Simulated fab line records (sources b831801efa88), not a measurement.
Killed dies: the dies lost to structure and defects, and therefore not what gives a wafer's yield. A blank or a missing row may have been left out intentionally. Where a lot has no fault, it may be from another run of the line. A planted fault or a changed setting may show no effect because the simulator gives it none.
Chamber matching	flow sky130	SKY_FIELD_ISO_CMP_27 on cmp-01 has 4 sister chambers
The step polishes, stops on Si3N4, t overpolish 16 s, target thk 457.8 nm. 16 wafers are shown with their chamber, then 8 later ones without.

## WAFERS, EACH WITH ITS CHAMBER
wafer	chamber	motor-current-A (A)	time-to-endpoint-s (s)	overpolish-run-s (s)
L291.1	1	12.7	107	15.999
L291.2	2	12.5	114	15.993
L291.3	0	13.9	112	15.995
L292.1	2	11.9	114	15.986
L292.3	0	13.6	112	16.009
L292.5	2	11.9	114	16.004
L293.2	0	14.0	107	16.006
L293.3	2	12.6	115	15.996
L293.5	3	10.2	114	16.007
L295.4	3	10.1	111	16.001
L295.5	1	12.0	108	15.990
L295.6	0	14.2	109	16.018
L296.3	3	9.8	107	15.996
L296.4	0	14.4	106	15.972
L296.5	0	13.6	103	16.001
L302.1	3	10.1	115	15.991

SIGNATURES (means of the wafers above)
reading	chamber 0	chamber 1	chamber 2	chamber 3	scatter within a chamber
motor-current-A	13.950	12.350	12.225	10.050	0.326
time-to-endpoint-s	108.17	107.50	114.25	111.75	2.93
overpolish-run-s	16.00017	15.99450	15.99475	15.99875	0.0115
Rule: a wafer lies at a distance from a chamber equal to the root of the sum of squares, over the readings, of (its reading less the chamber's mean, divided by the reading's scatter). If the next closest chamber is less than 2 further off than the closest, the wafer can't be placed; otherwise it belongs to the closest. The scatter is the square root of a quotient: the sum, over the shown wafers, of each reading's squared deviation from its chamber's mean, divided by wafers minus chambers.

## WAFERS WITHOUT THEIR CHAMBER
wafer	motor-current-A (A)	time-to-endpoint-s (s)	overpolish-run-s (s)
L302.3	13.9	110	16.002
L302.6	11.9	116	15.989
L311.1	9.9	115	15.993
L311.4	11.9	114	16.001
L311.6	9.9	116	15.998
L312.2	12.2	117	15.997
L312.4	9.9	116	16.010
L312.6	9.9	119	15.996

## CHAMBER TAKEN BY EACH
wafer	from the rows above	in truth
L302.3	0	0
L302.6	can't be placed: 2 or 1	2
L311.1	3	3
L311.4	can't be placed: 2 or 1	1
L311.6	3	3
L312.2	2	2
L312.4	3	3
L312.6	3	3
Placed correctly: 6 of 8. These rows do not allow placing 2 (true chamber among the candidates in 2). Number placed wrongly: 0.
